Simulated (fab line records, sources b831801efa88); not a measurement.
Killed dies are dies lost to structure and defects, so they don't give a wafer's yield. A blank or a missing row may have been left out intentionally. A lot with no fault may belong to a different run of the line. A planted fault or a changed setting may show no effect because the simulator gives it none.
fab line records | flow sky130
record: lots: 10 wafers: 30 last-day: 50
route steps=708 shown VIA3@596 METAL4@629 VIA4@656 METAL5@663 PAD_OPEN@708
lots that met no fault: taken from a fault-free run of the same line
start-h: hours from the record's opening day to when the first of the lot's shown wafers began | wait-h: time in hours since the lot's previous step | " same as the row above | L1.1+2: a row that stands for several wafers | - no value, or no start given | * or withheld: withheld | < > ~ a bound
route shown NAME@n: NAME is a module with steps in the file, n the number in the route of the first one | usual: average and standard deviation across the fault-free wafers | same: alike in all rows | chamber/n: place in a boat | sites: readings site by site | _std_site: their standard deviation | _edge_site: outer sites' mean less inner sites' | radius-mm: for every site, how far away it sits from the centre of the wafer | mask NAME#n: copy n | behind: tool/chamber where the wafer was last shaped | hold: the reason the lot was held/the length of the hold in hours/how it ended | device: the n, p or np transistor that did not switch | end of line: the route-end tests of the same wafers | a step without rows: its recipe alone | killed: dies that structure and defects cost at the first sort, which is not the same as the wafer's yield | map: the dies of a wafer, with x for killed, . for not killed, _ for no die there
set.NAME: the run value of the setting; set.NAME@STEP: its run value at that earlier step | model.NAME: the simulator's own value behind a step, which no gauge read
steps of the route over a sample of lots; a table a step, a row a wafer
services: the hour from which a tool's chamber was out of use, counted from the record's first day as start-h (under 0 if before that day), plus the number of hours and why
== steps ==
step: SKY_VIA3_THK_MEAS_23
recipe: thk-meas-gauge: xrf reads: W_of_VIA3_CVD_21
usual: VIA3_W_THK: 380/6.4
columns lot.wafer tool chamber start-h wait-h VIA3_W_THK[nm]
L352.1 film-metro-04 - 936.85 0.1 387
L352.3 " - " " 390
L352.6 " - " " 394
L353.4 film-metro-01 - 953.33 0.1 378
L353.5 " - " " 375
L353.6 " - " " 383
L354.1 film-metro-01 - 957.75 0.1 378
L354.4 " - " " 371
L354.5 " - " " 372
L360.2 film-metro-01 - 993.59 0.1 376
L360.4 " - " " 377
L360.6 " - " " 375
L362.3 film-metro-01 - 1016.27 0.1 386
L362.4 " - " " 394
L362.5 " - " " 383
L363.1 film-metro-02 - 1019.43 0.1 380
L363.2 " - " " 374
L363.4 " - " " 382
L365.1 film-metro-01 - 1034.92 0.1 389
L365.2 " - " " 383
L365.5 " - " " 389
L367.1 film-metro-01 - 1050.62 0.1 380
L367.3 " - " " 372
L367.5 " - " " 380
L369.2 film-metro-02 - 1067.02 0.1 374
L369.3 " - " " 381
L369.5 " - " " 379
L374.2 film-metro-01 - 1087.46 0.1 371
L374.3 " - " " 377
L374.4 " - " " 366
step: SKY_METAL4_CD_MEAS_13
recipe: target-cd-nm: 300
usual: cd-nm: 300.0/1.5
columns lot.wafer tool chamber start-h wait-h cd-nm
L352.1 cd-sem-02 - 985.84 - 300.1
L352.3 " - " " 300.7
L352.6 " - " " 299.3
L353.4 cd-sem-01 - 1000.68 - 302.8
L353.5 " - " " 301.3
L353.6 " - " " 301.7
L354.1 cd-sem-01 - 1005.57 - 299.8
L354.4 " - " " 300.1
L354.5 " - " " 299.1
L360.2 cd-sem-02 - 1040.26 - 297.2
L360.4 " - " " 297.1
L360.6 " - " " 296.1
L362.3 cd-sem-02 - 1061.11 - 299.1
L362.4 " - " " 300.6
L362.5 " - " " 299.9
L363.1 cd-sem-01 - 1064.27 - 298.5
L363.2 " - " " 300.7
L363.4 " - " " 299.6
L365.1 cd-sem-02 - 1078.62 - 300.6
L365.2 " - " " 299.7
L365.5 " - " " 301.0
L367.1 cd-sem-02 - 1093.57 - 301.7
L367.3 " - " " 302.2
L367.5 " - " " 300.6
L369.2 cd-sem-01 - 1110.19 - 298.9
L369.3 " - " " 299.7
L369.5 " - " " 299.6
L374.2 cd-sem-01 - 1128.56 - 298.4
L374.3 " - " " 299.1
L374.4 " - " " 298.8
step: SKY_VIA4_SPUTTER_17
recipe: material: TiN target-thk-nm: 20 chamber-pressure-pa: 5 power-w: 4000 time-s: 80
usual: chamber-pressure-pa: 5.001/0.0098 throttle-valve-pct: 30.0/1.3
columns lot.wafer tool chamber start-h wait-h chamber-pressure-pa throttle-valve-pct
L352.1 pvd-sputter-01 - 1011.44 0.0 4.998 29.7
L352.3 " - " " 4.993 30.7
L352.6 " - " " 4.995 29.3
L353.4 pvd-sputter-01 - 1026.27 0.0 5.001 30.9
L353.5 " - " " 4.999 29.6
L353.6 " - " " 5.015 29.6
L354.1 pvd-sputter-04 - 1030.56 0.0 5.023 31.4
L354.4 " - " " 5.001 32.3
L354.5 " - " " 5.009 31.4
L360.2 pvd-sputter-02 - 1065.28 0.0 4.999 28.6
L360.4 " - " " 5.005 28.0
L360.6 " - " " 5.003 29.4
L362.3 pvd-sputter-02 - 1083.85 0.0 5.002 30.3
L362.4 " - " " 5.002 30.3
L362.5 " - " " 5.008 28.1
L363.1 pvd-sputter-01 - 1088.24 0.0 4.998 29.4
L363.2 " - " " 5.008 29.4
L363.4 " - " " 5.027 30.8
L365.1 pvd-sputter-04 - 1101.49 0.0 5.006 31.2
L365.2 " - " " 4.994 31.3
L365.5 " - " " 4.991 32.8
L367.1 pvd-sputter-02 - 1115.67 0.0 5.000 29.2
L367.3 " - " " 4.990 28.7
L367.5 " - " " 5.008 28.2
L369.2 pvd-sputter-04 - 1131.22 0.0 5.003 31.5
L369.3 " - " " 4.996 31.7
L369.5 " - " " 5.004 31.6
L374.2 pvd-sputter-01 - 1149.55 0.0 5.009 29.5
L374.3 " - " " 5.004 29.7
L374.4 " - " " 4.990 28.7
step: SKY_METAL5_SPUTTER_02
recipe: material: AlCu target-thk-nm: 1150 power-w: 10600 time-s: 61.2 chamber-pressure-pa: 0.4
usual: chamber-pressure-pa: 0.4000/0.00078 throttle-valve-pct: 30.5/1
columns lot.wafer tool chamber start-h wait-h chamber-pressure-pa throttle-valve-pct
L352.1 pvd-sputter-04 - 1012.20 0.0 0.4002 32.5
L352.3 " - " " 0.4008 30.8
L352.6 " - " " 0.4008 31.2
L353.4 pvd-sputter-01 - 1027.00 0.0 0.4002 30.9
L353.5 " - " " 0.4003 29.5
L353.6 " - " " 0.3994 29.7
L354.1 pvd-sputter-03 - 1031.30 0.0 0.3984 30.5
L354.4 " - " " 0.3999 30.2
L354.5 " - " " 0.4001 31.5
L360.2 pvd-sputter-01 - 1066.03 0.0 0.3992 29.4
L360.4 " - " " 0.4012 30.7
L360.6 " - " " 0.4002 28.8
L362.3 pvd-sputter-03 - 1084.89 0.0 0.4008 29.5
L362.4 " - " " 0.3994 31.5
L362.5 " - " " 0.3998 31.7
L363.1 pvd-sputter-01 - 1088.98 0.0 0.3997 29.4
L363.2 " - " " 0.4004 29.0
L363.4 " - " " 0.4003 30.6
L365.1 pvd-sputter-01 - 1102.52 0.0 0.3998 29.2
L365.2 " - " " 0.4005 29.8
L365.5 " - " " 0.4007 30.9
L367.1 pvd-sputter-03 - 1116.41 0.0 0.4004 29.5
L367.3 " - " " 0.5283 26.0
L367.5 " - " " 0.4007 31.5
L369.2 pvd-sputter-04 - 1131.96 0.0 0.3995 32.6
L369.3 " - " " 0.4010 31.5
L369.5 " - " " 0.4005 32.7
L374.2 pvd-sputter-04 - 1150.40 0.0 0.3996 32.6
L374.3 " - " " 0.3998 31.4
L374.4 " - " " 0.4010 31.3
step: SKY_METAL5_RS_MEAS_05
recipe: thk-meas-gauge: four-point-probe reads: TiN_of_METAL5_SPUTTER_04+Ti_of_METAL5_SPUTTER_03+AlCu_of_METAL5_SPUTTER_02+TiN_of_METAL5_SPUTTER_01+Ti_of_METAL5_SPUTTER_00
usual: METAL5_ALCU_RS: 0.02705/0.00029
columns lot.wafer tool chamber start-h wait-h hold METAL5_ALCU_RS[ohm/sq]
L352.1 film-metro-04 - 1012.32 0.0 - 0.02718
L352.3 " - " " - 0.02699
L352.6 " - " " - 0.0271
L353.4 film-metro-04 - 1027.16 0.1 - 0.02753
L353.5 " - " " - 0.02724
L353.6 " - " " - 0.0269
L354.1 film-metro-04 - 1031.42 0.0 - 0.02679
L354.4 " - " " - 0.02688
L354.5 " - " " - 0.02705
L360.2 film-metro-02 - 1066.18 0.0 - 0.02667
L360.4 " - " " - 0.02698
L360.6 " - " " - 0.02695
L362.3 film-metro-03 - 1085.05 0.1 - 0.02653
L362.4 " - " " - 0.02682
L362.5 " - " " - 0.02667
L363.1 film-metro-03 - 1089.10 0.0 - 0.02691
L363.2 " - " " - 0.02687
L363.4 " - " " - 0.02716
L365.1 film-metro-03 - 1102.64 0.0 - 0.02664
L365.2 " - " " - 0.02653
L365.5 " - " " - 0.02672
L367.1 film-metro-02 - 1116.53 0.0 await-dispo/0.2h/release 0.02696
L367.3 " - " " await-dispo/0.2h/release 0.02953
L367.5 " - " " await-dispo/0.2h/release 0.02731
L367.1 film-metro-02 - 1116.81 0.3 - 0.02705
L367.3 " - " " - 0.02955
L367.5 " - " " - 0.02739
L369.2 film-metro-04 - 1132.10 0.0 - 0.02726
L369.3 " - " " - 0.02739
L369.5 " - " " - 0.02756
L374.2 film-metro-03 - 1150.54 0.0 - 0.02767
L374.3 " - " " - 0.02773
L374.4 " - " " - 0.02713
step: SKY_METAL5_THK_MEAS_06
recipe: thk-meas-gauge: xrf reads: AlCu_of_METAL5_SPUTTER_02
usual: METAL5_ALCU_THK: 1141/13
columns lot.wafer tool chamber start-h wait-h hold METAL5_ALCU_THK[nm]
L352.1 film-metro-04 - 1012.44 0.1 - 1141
L352.3 " - " " - 1150
L352.6 " - " " - 1141
L353.4 film-metro-04 - 1027.25 0.1 - 1127
L353.5 " - " " - 1141
L353.6 " - " " - 1146
L354.1 film-metro-04 - 1031.54 0.1 - 1162
L354.4 " - " " - 1161
L354.5 " - " " - 1145
L360.2 film-metro-02 - 1066.29 0.1 - 1163
L360.4 " - " " - 1147
L360.6 " - " " - 1145
L362.3 film-metro-03 - 1085.15 0.1 - 1158
L362.4 " - " " - 1149
L362.5 " - " " - 1159
L363.1 film-metro-03 - 1089.22 0.1 - 1148
L363.2 " - " " - 1147
L363.4 " - " " - 1134
L365.1 film-metro-03 - 1102.76 0.1 - 1154
L365.2 " - " " - 1159
L365.5 " - " " - 1154
L367.1 film-metro-02 - 1117.97 1.1 await-dispo/0.2h/release 1154
L367.3 " - " " await-dispo/0.2h/release 1071
L367.5 " - " " await-dispo/0.2h/release 1139
L367.1 film-metro-02 - 1118.20 0.2 - 1155
L367.3 " - " " - 1065
L367.5 " - " " - 1142
L369.2 film-metro-04 - 1132.21 0.1 - 1133
L369.3 " - " " - 1124
L369.5 " - " " - 1120
L374.2 film-metro-03 - 1150.65 0.1 - 1112
L374.3 " - " " - 1117
L374.4 " - " " - 1134
step: SKY_METAL5_METAL_ETCH_15
recipe: target-depth-a: 12600 stop-on: SiO2 over-etch-frac: 0.2 time-s: 252 chemistry: Cl2/BCl3 resist-sidewall-deg: 86 pressure-mtorr: 10 icp-w: 900 bias-w: 48.5 Cl2_flow_sccm: 60 bcl3-flow-sccm: 30
usual: drypump-motor-current-A: 5.8/0.37 oes-product-au: 0.894/0.005 throttle-valve-pct: 22.264/0.0088
columns lot.wafer tool chamber start-h wait-h drypump-motor-current-A oes-product-au rf-hours-counter-h throttle-valve-pct
L352.1 rie-metal-04 0 1034.51 0.0 5.7 0.889 20 22.253
L352.3 " 0 " " 5.7 0.892 - 22.257
L352.6 " 1 " " 6.0 0.889 - 22.266
L353.4 rie-metal-01 1 1048.88 0.1 5.3 0.896 - 22.267
L353.5 " 1 " " 5.3 0.899 - 22.266
L353.6 " 0 " " 6.4 0.892 - 22.270
L354.1 rie-metal-04 0 1052.71 0.0 5.7 0.895 21 22.273
L354.4 " 0 " " 5.7 0.896 - 22.268
L354.5 " 1 " " 6.0 0.899 - 22.261
L360.2 rie-metal-04 1 1086.31 0.0 6.0 0.890 22 22.255
L360.4 " 0 " " 5.7 0.897 - 22.247
L360.6 " 0 " " 5.7 0.896 - 22.247
L362.3 rie-metal-02 0 1105.63 0.1 5.6 0.899 - 22.264
L362.4 " 1 " " 5.7 0.890 - 22.252
L362.5 " 0 " " 5.6 0.897 - 22.245
L363.1 rie-metal-02 1 1109.20 0.0 5.7 0.900 17 22.264
L363.2 " 0 " " 5.6 0.881 12 22.266
L363.4 " 1 " " 5.7 0.893 - 22.265
L365.1 rie-metal-01 0 1122.53 0.0 6.4 0.898 22 22.268
L365.2 " 1 " " 5.3 0.900 22 22.277
L365.5 " 0 " " 6.4 0.894 - 22.264
L367.1 rie-metal-02 0 1135.58 0.0 5.6 0.888 15 22.275
L367.3 " 1 " " 5.7 0.866 - 22.279
L367.5 " 0 " " 5.6 0.894 - 22.256
L369.2 rie-metal-02 0 1150.86 0.0 5.6 0.890 16 22.267
L369.3 " 0 " " 5.6 0.896 - 22.254
L369.5 " 0 " " 5.6 0.894 - 22.261
L374.2 rie-metal-02 0 1167.82 0.1 5.6 0.905 - 22.259
L374.3 " 0 " " 5.6 0.897 - 22.277
L374.4 " 0 " " 5.6 0.897 - 22.254
step: SKY_PAD_OPEN_PROBE_99
usual: defect-limited-yield: 82.4/2.1 killed_at_M0_to_M3: 43/7.4 killed_at_M4_up: 3.1/1.9 killed-at-contacts: 25/5.4 killed-at-front-end: 15/4.3 killed-at-other: 0.3/0.54 killed-dies: 86/10 killed-open: 46/7.4 killed-short: 40/7 sort_bin_3_pad_short: 0.9/0.39 sort_bin_5_function: 10.3/1.6 sort_bin_6_memory: 6.4/1.1 sort-n-pass: 406/10 sort-yield-pct: 82.4/2.1
same: gross-dies: 492 killed-at-back-side: 0 sort_bin_4_leakage[%]: 0 sort_bin_8_speed[%]: 0
columns lot.wafer tool chamber start-h wait-h defect-limited-yield[%] killed_at_M0_to_M3 killed_at_M4_up killed-at-contacts killed-at-front-end killed-at-other killed-dies killed-open killed-short sort_bin_3_pad_short[%] sort_bin_5_function[%] sort_bin_6_memory[%] sort-n-pass sort-yield-pct[%]
L362.3 prober-02 - 1148.23 0.2 83.3 37 2 28 15 0 82 56 25 0.4 11.6 4.7 410 83.3
L362.4 prober-02 - 1148.28 0.2 83.5 40 4 20 17 0 81 49 31 0.4 10.2 5.9 411 83.5
L362.5 prober-02 - 1148.33 0.2 84.1 36 5 25 12 0 78 42 36 0.8 10.0 5.1 414 84.1
L365.1 prober-01 - 1162.74 0.1 83.1 37 0 29 15 2 83 51 31 0.4 8.7 7.7 409 83.1
L365.2 prober-01 - 1162.79 0.1 81.7 47 2 20 20 1 90 45 45 0.8 12.0 5.5 402 81.7
L365.5 prober-01 - 1162.94 0.2 81.1 41 4 24 23 1 93 44 49 0.4 10.8 7.7 399 81.1
L369.2 prober-01 - 1189.67 0.1 83.3 40 4 18 18 2 82 41 40 1.0 10.4 5.3 410 83.3
L369.3 prober-01 - 1189.72 0.2 85.2 40 0 26 7 0 73 44 29 0.6 10.2 4.1 419 85.2
L369.5 prober-01 - 1189.82 0.2 84.6 38 3 15 19 1 76 41 34 0.6 8.7 6.1 416 84.6
L374.2 prober-02 - 1204.09 0.1 82.9 50 7 17 10 0 84 42 42 0.6 10.0 6.5 408 82.9
L374.3 prober-02 - 1204.14 0.2 85.6 42 4 15 9 1 71 36 35 0.6 7.9 5.9 421 85.6
L374.4 prober-02 - 1204.19 0.2 83.1 52 3 14 13 1 83 43 40 1.2 10.6 5.1 409 83.1
killed by level:class
L362.3 VIA1:geometric-particle:open=14 LI_CONTACT:geometric-particle:open=11 CONTACT:geometric-particle:open=9 CONTACT:geometric-particle:short=6 VIA2:geometric-particle:open=5 VIA3:geometric-particle:open=4 METAL2:geometric-particle:short=4 FIELD_ISO:geometric-particle:open=3
L362.4 VIA1:geometric-particle:open=10 LI_CONTACT:geometric-particle:open=8 VIA2:geometric-particle:open=8 VIA3:geometric-particle:open=7 POLY_GATE:geometric-particle:short=6 CONTACT:geometric-particle:open=6 METAL1:geometric-particle:short=4 VIA2:geometric-particle:short=4
L362.5 LI_CONTACT:geometric-particle:open=8 VIA2:geometric-particle:open=8 VIA1:geometric-particle:short=7 VIA3:geometric-particle:open=6 METAL4:geometric-particle:short=5 CONTACT:geometric-particle:open=5 VIA1:geometric-particle:open=5 CONTACT:geometric-particle:short=4
L365.1 VIA1:geometric-particle:open=13 LI_CONTACT:geometric-particle:open=12 LI_CONTACT:geometric-particle:short=9 VIA2:geometric-particle:open=6 METAL1:geometric-particle:short=5 VIA3:geometric-particle:open=5 CONTACT:geometric-particle:open=4 FIELD_ISO:geometric-particle:short=3
L365.2 VIA1:geometric-particle:open=9 CONTACT:geometric-particle:open=7 METAL1:geometric-particle:short=7 LOCAL_INTERCONNECT:geometric-particle:short=6 METAL2:geometric-particle:short=6 POLY_GATE:geometric-particle:short=5 LI_CONTACT:geometric-particle:open=5 VIA3:geometric-particle:open=5
L365.5 LI_CONTACT:geometric-particle:open=8 VIA1:geometric-particle:open=8 CONTACT:geometric-particle:open=7 FIELD_ISO:geometric-particle:short=6 METAL1:geometric-particle:short=6 VIA1:geometric-particle:short=5 METAL2:geometric-particle:short=5 VIA2:geometric-particle:open=5
L369.2 VIA3:geometric-particle:open=10 LI_CONTACT:geometric-particle:open=7 POLY_GATE:geometric-particle:short=5 METAL1:geometric-particle:short=5 METAL2:geometric-particle:short=5 VIA3:geometric-particle:short=4 LI_CONTACT:geometric-particle:short=4 VIA2:geometric-particle:open=4
L369.3 LI_CONTACT:geometric-particle:open=13 VIA1:geometric-particle:open=9 VIA1:geometric-particle:short=9 CONTACT:geometric-particle:open=6 VIA3:geometric-particle:open=5 LOCAL_INTERCONNECT:geometric-particle:short=3 VIA2:geometric-particle:open=3 METAL2:geometric-particle:short=3
L369.5 LI_CONTACT:geometric-particle:open=9 VIA2:geometric-particle:open=7 FIELD_ISO:geometric-particle:short=6 VIA1:geometric-particle:open=6 VIA3:geometric-particle:open=6 POLY_GATE:geometric-particle:short=5 METAL3:geometric-particle:short=5 FIELD_ISO:geometric-particle:open=4
L374.2 VIA1:geometric-particle:open=8 VIA2:geometric-particle:open=8 CONTACT:geometric-particle:open=7 VIA3:geometric-particle:open=6 METAL1:geometric-particle:short=6 METAL4:geometric-particle:short=6 VIA2:geometric-particle:short=5 VIA3:geometric-particle:short=5
L374.3 VIA1:geometric-particle:open=11 CONTACT:geometric-particle:open=9 METAL1:geometric-particle:short=7 VIA2:geometric-particle:open=5 VIA1:geometric-particle:short=4 VIA2:geometric-particle:short=4 METAL2:geometric-particle:short=3 VIA3:geometric-particle:open=3
L374.4 VIA1:geometric-particle:open=11 METAL1:geometric-particle:short=7 VIA1:geometric-particle:short=7 LI_CONTACT:geometric-particle:open=6 CONTACT:geometric-particle:open=6 METAL2:geometric-particle:short=5 VIA2:geometric-particle:short=5 VIA3:geometric-particle:open=5
== services ==
columns tool chamber start-h hours kind
pvd-sputter-03 3 996.31 - consumable-replace:kit
pvd-sputter-03 3 996.31 18.0 scheduled-down
rie-metal-02 - 1000.60 0.7 repair
rie-metal-04 - 1010.92 2.8 pm
pvd-sputter-01 1 1013.12 - consumable-replace:kit
pvd-sputter-01 1 1013.12 18.0 scheduled-down
pvd-sputter-01 1 1013.12 18.0 vent-cycle
rie-metal-04 - 1051.05 0.1 repair
rie-metal-02 - 1067.36 1.4 pm
pvd-sputter-04 1 1083.67 - consumable-replace:kit
pvd-sputter-04 1 1083.67 18.0 scheduled-down
pvd-sputter-04 1 1083.67 18.0 vent-cycle
pvd-sputter-04 - 1093.40 7.3 repair
pvd-sputter-03 - 1094.46 7.4 repair
pvd-sputter-04 - 1109.67 2.6 repair
rie-metal-02 1 1114.84 7.6 repair
pvd-sputter-01 0 1116.14 - consumable-replace:kit
pvd-sputter-01 0 1116.14 18.0 scheduled-down
pvd-sputter-01 0 1116.14 18.0 vent-cycle
pvd-sputter-04 - 1122.63 2.8 repair
pvd-sputter-03 - 1123.37 2.0 repair
pvd-sputter-04 - 1143.48 3.1 repair
pvd-sputter-03 - 1150.26 2.9 repair
rie-metal-02 1 1162.61 5.7 repair
== key ==
first-sign: step: SKY_METAL5_SPUTTER_02 reading: chamber-pressure-pa direction: up sigmas: 99+ usual: 0.4000 struck: 0.5283
effect: step: SKY_METAL5_SPUTTER_02 reading: throttle-valve-pct direction: down sigmas: 4.4 usual: 30.5 struck: 26.0
effect: step: SKY_METAL5_RS_MEAS_05 reading: visit direction: added
effect: step: SKY_METAL5_RS_MEAS_05 reading: METAL5_ALCU_RS direction: up sigmas: 8.6 usual: 0.02705 struck: 0.02953
effect: step: SKY_METAL5_THK_MEAS_06 reading: visit direction: added
effect: step: SKY_METAL5_THK_MEAS_06 reading: METAL5_ALCU_THK direction: down sigmas: 5.4 usual: 1141 struck: 1071
effect: step: SKY_METAL5_METAL_ETCH_15 reading: oes-product-au direction: down sigmas: 5.5 usual: 0.894 struck: 0.866
met-at SKY_METAL5_SPUTTER_02
struck-lots L367
struck-wafers L367.3
not-acting-at SKY_VIA3_THK_MEAS_23,SKY_METAL4_CD_MEAS_13,SKY_VIA4_SPUTTER_17
onset-between 1031.30 1116.41
fault: kind: process-parameter-drift tool: pvd-sputter-03 chamber: - onset-h: 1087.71 steps: SKY_METAL5_SPUTTER_02 channel: chamber-pressure-pa offset: 0.12799 shape: step end-h: 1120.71 acts-in: these-recipes-only stated: 0.4 scope: struck-wafers-only
